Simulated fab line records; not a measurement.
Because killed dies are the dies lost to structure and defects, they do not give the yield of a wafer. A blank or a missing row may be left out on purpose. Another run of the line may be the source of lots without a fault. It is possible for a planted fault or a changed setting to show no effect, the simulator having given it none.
fab line records	flow gf180mcu
[record] lots = 6	wafers = 18	lastDay = 34
route steps=602 shown M4@466 V4@476
lots untouched by any fault: they come from a run of this same line in which no faults occurred
startH: start of the lot's first displayed wafer, in hours after the record's first day	waitH: hours from the lot's prior step to this one	" identical to the entry in the row above	L1.1+2: one row covering several wafers at once	- no value, or no start given	* or withheld: withheld	< > ~ a bound
route shown NAME@n: a module of which the file shows steps, and the number in the route of the first	usual: mean and standard deviation over wafers with no fault	same: alike in all rows	chamber/n: place in a boat	sites: the reading at each site	_std_site: how widely they spread, as a standard deviation	_edge_site: inner sites' mean taken away from outer sites' mean	radiusMm: how far each site lies from the wafer's centre	mask NAME#n: copy n	behind: the last tool/chamber to shape the wafer	hold: why the lot was held/for how many hours/how that ended	device: whichever transistor did not switch (one of n, p or np)	end of line: at the end of the route, the tests of the same wafers	step lacking rows: just its recipe	killed: not the wafer's yield, but the dies lost to structure and defects at the first sort	map: dies across one wafer; x = killed, . = not, _ = none there
set.NAME: setting as actually run; set.NAME@STEP: the setting as run at that earlier step	model.NAME: the simulator's own value behind a step, which no gauge read
lots at selected steps of the route; one table per step, one row per wafer
services: the hour from which a tool's chamber was out of use, counted from the record's first day as startH (under 0 if before that day), plus the number of hours and why
[[steps]]
[step GF_M4_SOFTBAKE_10]
[recipe] tempC = 130	timeS = 60	resist = KrF
[step GF_M4_EXPOSE_11]
[recipe] maskId = Metal4	targetCdNm = 280	na = 0.68	sourceShape = conventional	sigmaOuter = 0.6	doseMj = 28
[step GF_M4_PEB_12]
[recipe] pebTempC = 135	pebTimeS = 90	resist = KrF
[step GF_M4_DEVELOP_13]
[recipe] developTimeS = 60	devTempC = 21
[step GF_M4_CD_MEAS_14]
[recipe] targetCdNm = 280
[usual] cdNm = 280.2/0.94
lot.wafer	tool	chamber	startH	waitH	cdNm
L617.1	cdSem-01	-	580.93	0.1	280.3
L617.4	"	-	"	"	281.2
L617.5	"	-	"	"	282.3
L618.1	cdSem-02	-	599.14	0.1	281.1
L618.2	"	-	"	"	280.9
L618.4	"	-	"	"	280.7
L625.1	cdSem-02	-	663.23	0.1	280.3
L625.3	"	-	"	"	281.8
L625.4	"	-	"	"	281.0
L629.3	cdSem-01	-	688.58	0.1	280.5
L629.5	"	-	"	"	281.5
L629.6	"	-	"	"	281.0
L631.2	cdSem-01	-	691.05	0.1	281.2
L631.4	"	-	"	"	281.1
L631.5	"	-	"	"	280.8
L635.2	cdSem-02	-	715.15	0.1	279.1
L635.3	"	-	"	"	279.1
L635.6	"	-	"	"	279.6
[step GF_M4_OVL_MEAS_15]
[usual] M4_OVL = 0/5.5
lot.wafer	tool	chamber	startH	waitH	M4_OVL[nm]
L617.1	overlay-02	-	581.05	0.1	4
L617.4	"	-	"	"	5
L617.5	"	-	"	"	2
L618.1	overlay-02	-	599.26	0.1	6
L618.2	"	-	"	"	4
L618.4	"	-	"	"	0
L625.1	overlay-02	-	663.35	0.1	12
L625.3	"	-	"	"	9
L625.4	"	-	"	"	11
L629.3	overlay-02	-	688.67	0.1	5
L629.5	"	-	"	"	3
L629.6	"	-	"	"	-1
L631.2	overlay-01	-	691.15	0.1	-1
L631.4	"	-	"	"	-1
L631.5	"	-	"	"	-4
L635.2	overlay-02	-	715.25	0.1	5
L635.3	"	-	"	"	4
L635.6	"	-	"	"	4
[step GF_M4_METAL_ETCH_16]
[recipe] chemistry = Cl2/BCl3	maskMaterial = KrF	targetDepthNm = 627.5	stopOn = SiO2	pressureMtorr = 8	icpW = 800	biasW = 140	Cl2_flow_sccm = 80	bcl3FlowSccm = 40	timeS = 104.6
[usual] drypumpMotorCurrentA = 5.7/0.44	oesProductAu = 0.971/0.0059	throttleValvePct = 28.252/0.0099
lot.wafer	tool	chamber	startH	waitH	drypumpMotorCurrentA	oesProductAu	rfHoursCounterH	throttleValvePct
L617.1	rieMetal-03	1	581.09	0.0	5.5	0.969	2	28.259
L617.4	"	0	"	"	6.3	0.966	-	28.247
L617.5	"	0	"	"	6.3	0.965	-	28.257
L618.1	rieMetal-03	0	599.30	0.0	6.3	0.964	3	28.247
L618.2	"	1	"	"	5.5	0.960	3	28.254
L618.4	"	0	"	"	6.3	0.977	-	28.251
L625.1	rieMetal-01	1	663.38	0.0	6.0	0.974	13	28.253
L625.3	"	0	"	"	5.0	0.968	-	28.247
L625.4	"	1	"	"	6.0	0.984	-	28.250
L629.3	rieMetal-03	1	688.73	0.1	5.5	0.970	-	28.250
L629.5	"	1	"	"	5.5	0.978	-	28.262
L629.6	"	0	"	"	6.3	0.974	-	28.240
L631.2	rieMetal-03	0	691.18	0.0	6.3	0.977	6	28.248
L631.4	"	0	"	"	6.3	0.977	-	28.231
L631.5	"	0	"	"	6.3	0.972	-	28.247
L635.2	rieMetal-01	0	715.32	0.1	5.0	0.968	-	28.240
L635.3	"	0	"	"	5.0	0.969	-	28.247
L635.6	"	0	"	"	5.0	0.981	-	28.267
[step GF_M4_STRIP_17]
[recipe] chemistry = O2/N2	powerW = 1400	pressureMtorr = 1500	platenTempC = 250	o2FlowSccm = 3000	n2FlowSccm = 300	overashFraction = 0.5
[usual] drypumpMotorCurrentA = 5.7/0.45	heaterPowerW = 328/33	oesProductAu = 0.558/0.0048	stripTimeToEndpointS = 7.89/0.05
lot.wafer	tool	chamber	startH	waitH	drypumpMotorCurrentA	heaterPowerW	oesProductAu	rfHoursCounterH	stripTimeToEndpointS
L617.1	plasmaAsher-01	0	581.20	0.1	6.2	302	0.552	90	7.96
L617.4	"	1	"	"	5.2	341	0.571	-	7.97
L617.5	"	1	"	"	5.2	339	0.565	-	7.96
L618.1	plasmaAsher-03	1	599.41	0.1	5.4	373	0.557	18	7.92
L618.2	"	0	"	"	6.0	302	0.549	18	7.93
L618.4	"	1	"	"	5.4	377	0.564	-	7.91
L625.1	plasmaAsher-02	0	663.50	0.1	6.4	359	0.553	54	7.84
L625.3	"	0	"	"	6.3	367	0.560	-	7.87
L625.4	"	1	"	"	5.4	280	0.557	-	7.85
L629.3	plasmaAsher-01	1	688.84	0.1	5.2	329	0.550	-	7.91
L629.5	"	0	"	"	6.1	311	0.560	-	7.92
L629.6	"	1	"	"	5.2	335	0.562	-	7.90
L631.2	plasmaAsher-01	0	691.30	0.1	6.1	293	0.563	102	7.95
L631.4	"	0	"	"	6.1	300	0.557	-	7.94
L631.5	"	0	"	"	6.1	308	0.559	-	8.01
L635.2	plasmaAsher-02	0	715.51	0.1	6.3	370	0.553	60	7.87
L635.3	"	0	"	"	6.3	369	0.555	-	7.90
L635.6	"	0	"	"	6.3	367	0.552	-	7.88
[step GF_M4_STRIP_18]
[recipe] chemistry = postEtchResidueRemover	timeS = 1200	tempC = 72.5
[step GF_M4_CLEAN_19]
[recipe] chemistry = DIW	dry = n2Spin
[step GF_V4_CVD_00]
[recipe] material = SiO2	targetThkNm = 600	sigmaOpenFrac = 0.3	tempC = 400	timeS = 100	sih4FlowSccm = 60	pressureMtorr = 6
[step GF_V4_THK_MEAS_01]
[recipe] reads = SiO2_of_V4_CVD_00
[usual] V4_CVD_00_THK = 599/5.4
lot.wafer	tool	chamber	startH	waitH	V4_CVD_00_THK[nm]
L617.1	filmMetro-03	-	581.89	0.0	601
L617.4	"	-	"	"	610
L617.5	"	-	"	"	601
L618.1	filmMetro-02	-	600.01	0.0	600
L618.2	"	-	"	"	600
L618.4	"	-	"	"	600
L625.1	filmMetro-01	-	664.10	0.0	597
L625.3	"	-	"	"	595
L625.4	"	-	"	"	601
L629.3	filmMetro-03	-	689.43	0.1	600
L629.5	"	-	"	"	595
L629.6	"	-	"	"	596
L631.2	filmMetro-01	-	691.93	0.0	605
L631.4	"	-	"	"	602
L631.5	"	-	"	"	589
L635.2	filmMetro-03	-	716.16	0.1	606
L635.3	"	-	"	"	601
L635.6	"	-	"	"	612
[step GF_V4_CVD_02]
[recipe] material = SiO2	targetThkNm = 850	precursor = TEOS	tempC = 400	timeS = 94.851	rfW = 600
[usual] heaterPowerW = 681/110
lot.wafer	tool	chamber	startH	waitH	heaterPowerW
L617.1	pecvd-03	2	581.95	0.1	657
L617.4	"	2	"	"	700
L617.5	"	0	"	"	776
L618.1	pecvd-02	2	600.07	0.1	594
L618.2	"	0	"	"	517
L618.4	"	0	"	"	550
L625.1	pecvd-02	2	664.16	0.1	597
L625.3	"	1	"	"	671
L625.4	"	2	"	"	634
L629.3	pecvd-02	0	689.47	0.0	533
L629.5	"	0	"	"	547
L629.6	"	1	"	"	556
L631.2	pecvd-03	2	691.98	0.0	729
L631.4	"	1	"	"	777
L631.5	"	0	"	"	789
L635.2	pecvd-03	1	716.21	0.0	669
L635.3	"	0	"	"	714
L635.6	"	1	"	"	684
[step GF_V4_THK_MEAS_03]
[recipe] reads = SiO2_of_V4_CVD_02
[usual] V4_CVD_02_THK = 848/11
lot.wafer	tool	chamber	startH	waitH	V4_CVD_02_THK[nm]
L617.1	filmMetro-02	-	582.02	0.0	850
L617.4	"	-	"	"	852
L617.5	"	-	"	"	861
L618.1	filmMetro-02	-	600.18	0.1	840
L618.2	"	-	"	"	839
L618.4	"	-	"	"	850
L625.1	filmMetro-02	-	664.23	0.0	834
L625.3	"	-	"	"	649
L625.4	"	-	"	"	853
L629.3	filmMetro-03	-	689.56	0.1	847
L629.5	"	-	"	"	848
L629.6	"	-	"	"	656
L631.2	filmMetro-02	-	692.06	0.0	824
L631.4	"	-	"	"	842
L631.5	"	-	"	"	845
L635.2	filmMetro-02	-	716.29	0.0	848
L635.3	"	-	"	"	850
L635.6	"	-	"	"	851
[step GF_V4_CMP_04]
[recipe] material = SiO2	downForcePsi = 4	platenRpm = 60	padVelocityMS = 0.94248
[usual] motorCurrentA = 11.8/1.1	timeToEndpointS = 79/6.3
lot.wafer	tool	chamber	startH	waitH	motorCurrentA	timeToEndpointS
L617.4	cmp-01	0	582.08	0.0	10.7	82
L617.1	"	2	"	"	13.8	76
L617.5	"	0	"	"	11.1	83
L618.1	cmp-01	1	600.24	0.1	11.7	75
L618.2	"	2	"	"	14.0	72
L618.4	"	3	"	"	10.9	74
L625.4	cmp-01	3	664.34	0.1	11.5	76
L625.1	"	0	"	"	10.9	71
L625.3	"	1	"	"	11.7	70
L629.3	cmp-01	3	689.96	0.4	11.5	73
L629.6	"	3	"	"	11.7	77
L629.5	"	0	"	"	10.8	79
L631.4	cmp-01	1	692.96	0.9	11.5	75
L631.2	"	2	"	"	13.5	68
L631.5	"	1	"	"	11.3	77
L635.2	cmp-02	0	716.34	0.0	11.0	84
L635.3	"	2	"	"	11.2	86
L635.6	"	1	"	"	12.8	85
[step GF_V4_BOW_MEAS_05]
[recipe] mode = bow
[usual] V4_BOW = 132/9.7
lot.wafer	tool	chamber	startH	waitH	V4_BOW[um]
L617.1	filmMetro-01	-	582.38	0.1	121
L617.4	"	-	"	"	129
L617.5	"	-	"	"	144
L618.1	filmMetro-03	-	600.64	0.4	129
L618.2	"	-	"	"	139
L618.4	"	-	"	"	144
L625.1	filmMetro-01	-	664.59	0.1	133
L625.3	"	-	"	"	133
L625.4	"	-	"	"	135
L629.3	filmMetro-03	-	690.30	0.3	107
L629.5	"	-	"	"	120
L629.6	"	-	"	"	121
L631.2	filmMetro-02	-	693.28	0.2	127
L631.4	"	-	"	"	124
L631.5	"	-	"	"	129
L635.2	filmMetro-02	-	716.66	0.3	138
L635.3	"	-	"	"	129
L635.6	"	-	"	"	133
[step GF_V4_DEHYDRATE_06]
[recipe] tempC = 200	timeS = 60
[step GF_V4_HMDS_07]
[recipe] primeTimeS = 60	primeTempC = 120
[step GF_V4_COAT_08]
[recipe] resist = BARC	tempC = withheld	timeS = withheld	spinRpm = withheld	resistThkNm = withheld
[step GF_V4_COAT_09]
[recipe] resist = KrF	spinRpm = withheld	resistThkNm = 1000
[step GF_V4_SOFTBAKE_10]
[recipe] tempC = 130	timeS = 60	resist = KrF
[step GF_V4_EXPOSE_11]
[recipe] maskId = Via4	targetCdNm = 260	na = 0.68	sourceShape = conventional	sigmaOuter = 0.6	doseMj = 38
[step GF_V4_PEB_12]
[recipe] pebTempC = 135	pebTimeS = 90	resist = KrF
[step GF_V4_DEVELOP_13]
[recipe] developTimeS = 60	resist = KrF	devTempC = 21
[step GF_V4_CD_MEAS_14]
[recipe] targetCdNm = 260
[usual] cdNm = 260.0/1.5
lot.wafer	tool	chamber	startH	waitH	cdNm
L617.1	cdSem-02	-	603.90	0.1	259.6
L617.4	"	-	"	"	259.5
L617.5	"	-	"	"	259.5
L618.1	cdSem-02	-	621.38	0.1	256.9
L618.2	"	-	"	"	257.4
L618.4	"	-	"	"	257.3
L625.1	cdSem-02	-	683.78	0.1	264.0
L625.3	"	-	"	"	262.7
L625.4	"	-	"	"	261.7
L629.3	cdSem-01	-	709.13	0.1	260.2
L629.5	"	-	"	"	259.8
L629.6	"	-	"	"	260.2
L631.2	cdSem-01	-	711.75	0.1	260.7
L631.4	"	-	"	"	260.7
L631.5	"	-	"	"	260.6
L635.2	cdSem-01	-	734.10	0.1	257.5
L635.3	"	-	"	"	257.3
L635.6	"	-	"	"	257.8
[step GF_V4_OVL_MEAS_15]
[usual] V4_OVL = 1/6
lot.wafer	tool	chamber	startH	waitH	V4_OVL[nm]
L617.1	overlay-01	-	604.02	0.1	0
L617.4	"	-	"	"	-5
L617.5	"	-	"	"	7
L618.1	overlay-02	-	621.50	0.1	12
L618.2	"	-	"	"	7
L618.4	"	-	"	"	10
L625.1	overlay-01	-	683.90	0.1	-6
L625.3	"	-	"	"	-1
L625.4	"	-	"	"	-13
L629.3	overlay-01	-	709.22	0.1	0
L629.5	"	-	"	"	2
L629.6	"	-	"	"	3
L631.2	overlay-01	-	711.85	0.1	11
L631.4	"	-	"	"	0
L631.5	"	-	"	"	-8
L635.2	overlay-01	-	734.20	0.1	9
L635.3	"	-	"	"	9
L635.6	"	-	"	"	10
[step GF_V4_ETCH_16]
[recipe] chemistry = N2/H2	targetDepthA = withheld	overetchA = withheld	timeS = withheld	target = BARC	ionEnergyEv = 200	sourceW = 500	biasW = 100	pressureMtorr = 30	n2FlowSccm = 100	h2FlowSccm = 200
[usual] drypumpMotorCurrentA = 5.9/0.34	oesProductAu = 0.856/0.0047	throttleValvePct = 13.224/0.0095
lot.wafer	tool	chamber	startH	waitH	drypumpMotorCurrentA	oesProductAu	throttleValvePct
L617.1	rieDiel-04	1	604.06	0.0	5.9	0.850	13.223
L617.4	"	2	"	"	5.4	0.853	13.228
L617.5	"	3	"	"	6.0	0.856	13.223
L618.1	rieDiel-04	1	621.54	0.0	5.9	0.856	13.219
L618.2	"	2	"	"	5.4	0.858	13.225
L618.4	"	1	"	"	5.8	0.868	13.222
L625.1	rieDiel-02	2	683.93	0.0	6.3	0.847	13.211
L625.3	"	0	"	"	6.5	0.854	13.238
L625.4	"	1	"	"	5.8	0.856	13.220
L629.3	rieDiel-01	3	709.25	0.0	6.0	0.856	13.237
L629.5	"	2	"	"	5.5	0.858	13.220
L629.6	"	3	"	"	6.0	0.849	13.248
L631.2	rieDiel-04	1	711.88	0.0	5.9	0.861	13.217
L631.4	"	2	"	"	5.4	0.858	13.219
L631.5	"	0	"	"	6.2	0.862	13.230
L635.2	rieDiel-04	0	734.23	0.0	6.2	0.861	13.209
L635.3	"	3	"	"	6.0	0.860	13.226
L635.6	"	1	"	"	5.8	0.842	13.231
[step GF_V4_ETCH_17]
[recipe] chemistry = C4F8/O2/Ar	maskMaterial = KrF	target = SiO2	stopOn = TiN	sourceW = 1500	biasW = 1200	pressureMtorr = 40	c4f8FlowSccm = withheld	O2_flow_sccm = 6	Ar_flow_sccm = 300	timeS = withheld	targetDepthA = 6300
[usual] oesProductAu = 0.857/0.0048
lot.wafer	tool	chamber	startH	waitH	oesProductAu
L617.1	rieDiel-04	1	-	-	0.859
L617.4	"	2	"	"	0.852
L617.5	"	3	"	"	0.857
L618.1	rieDiel-04	1	-	-	0.853
L618.2	"	2	"	"	0.860
L618.4	"	1	"	"	0.850
L625.1	rieDiel-02	2	-	-	0.854
L625.3	"	0	"	"	0.718
L625.4	"	1	"	"	0.864
L629.3	rieDiel-01	3	-	-	0.857
L629.5	"	2	"	"	0.847
L629.6	"	3	"	"	0.712
L631.2	rieDiel-04	1	-	-	0.849
L631.4	"	2	"	"	0.855
L631.5	"	0	"	"	0.848
L635.2	rieDiel-04	0	-	-	0.854
L635.3	"	3	"	"	0.859
L635.6	"	1	"	"	0.854
[step GF_V4_STRIP_18]
[recipe] chemistry = O2/N2	powerW = 1400	pressureMtorr = 1500	platenTempC = 250	o2FlowSccm = 3000	n2FlowSccm = 300	overashFraction = 0.5
[usual] drypumpMotorCurrentA = 5.6/0.41	heaterPowerW = 318/30	oesProductAu = 0.594/0.0048
lot.wafer	tool	chamber	startH	waitH	drypumpMotorCurrentA	heaterPowerW	oesProductAu	rfHoursCounterH
L617.1	plasmaAsher-01	1	604.19	-	5.2	348	0.600	92
L617.4	"	0	"	"	6.2	298	0.597	-
L617.5	"	1	"	"	5.2	336	0.591	-
L618.1	plasmaAsher-04	1	621.73	-	5.8	319	0.594	89
L618.2	"	0	"	"	5.2	273	0.591	89
L618.4	"	0	"	"	5.2	277	0.588	-
L625.1	plasmaAsher-03	1	684.06	-	5.4	375	0.592	27
L625.3	"	1	"	"	5.4	374	0.593	-
L625.4	"	0	"	"	6.0	303	0.599	-
L629.3	plasmaAsher-01	0	709.41	-	6.2	303	0.601	-
L629.5	"	1	"	"	5.1	332	0.592	-
L629.6	"	0	"	"	6.1	307	0.600	-
L631.2	plasmaAsher-04	0	712.01	-	5.2	278	0.589	98
L631.4	"	1	"	"	5.8	318	0.592	-
L631.5	"	0	"	"	5.2	279	0.594	-
L635.2	plasmaAsher-04	1	734.36	-	5.8	308	0.588	100
L635.3	"	0	"	"	5.2	275	0.590	-
L635.6	"	0	"	"	5.2	280	0.591	-
[[services]]
tool	chamber	startH	hours	kind
pecvd-03	1	562.38	2.4	repair
cmp-01	-	568.48	1.1	repair
cmp-01	-	572.00	4.0	pm
rieDiel-02	3	572.12	51.8	repair
rieMetal-03	-	577.01	0.1	repair
pecvd-02	1	584.59	18.4	repair
rieDiel-01	2	586.16	6.9	repair
pecvd-03	-	591.12	14.0	pm
rieDiel-04	0	594.97	95.4	repair
cmp-01	-	608.89	0.6	repair
rieDiel-04	3	613.66	9.9	repair
plasmaAsher-02	-	620.55	0.7	repair
rieMetal-01	-	655.80	1.4	pm
cmp-01	-	673.59	3.1	repair
pecvd-02	1	680.01	3.9	repair
plasmaAsher-04	-	682.61	6.4	repair
rieDiel-04	-	685.21	15.6	pm
pecvd-02	2	694.65	3.3	repair
cmp-01	-	703.41	7.3	repair
plasmaAsher-04	-	706.84	2.8	repair
plasmaAsher-01	-	718.98	0.6	repair
rieDiel-04	2	727.22	3.2	repair
pecvd-03	-	728.41	0.8	repair
plasmaAsher-01	-	733.75	9.0	pm
[[key]]
[firstSign] step = GF_V4_THK_MEAS_03	reading = V4_CVD_02_THK	direction = down	sigmas = 17	usual = 848	struck = 653
[effect] step = GF_V4_ETCH_17	reading = oesProductAu	direction = down	sigmas = 30	usual = 0.857	struck = 0.715
metAt GF_V4_CVD_02
struckWafers L625.3,L629.6
sortLeftOut L625.3,L629.6
[fault] kind = siteProfileDrift	tool = pecvd-02	chamber = 1	onsetH = 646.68	steps = GF_V4_CVD_02	basis = fraction	maxAbsDrift = 0.51568	slopeSharePerHr = 114.6	sitePattern = 0,0,0,0,0,-1,-1,-1,-1
// sortLeftOut: the simulated sort isn't trusted on such a fault, so these wafers' sort isn't shown, and their yield isn't known
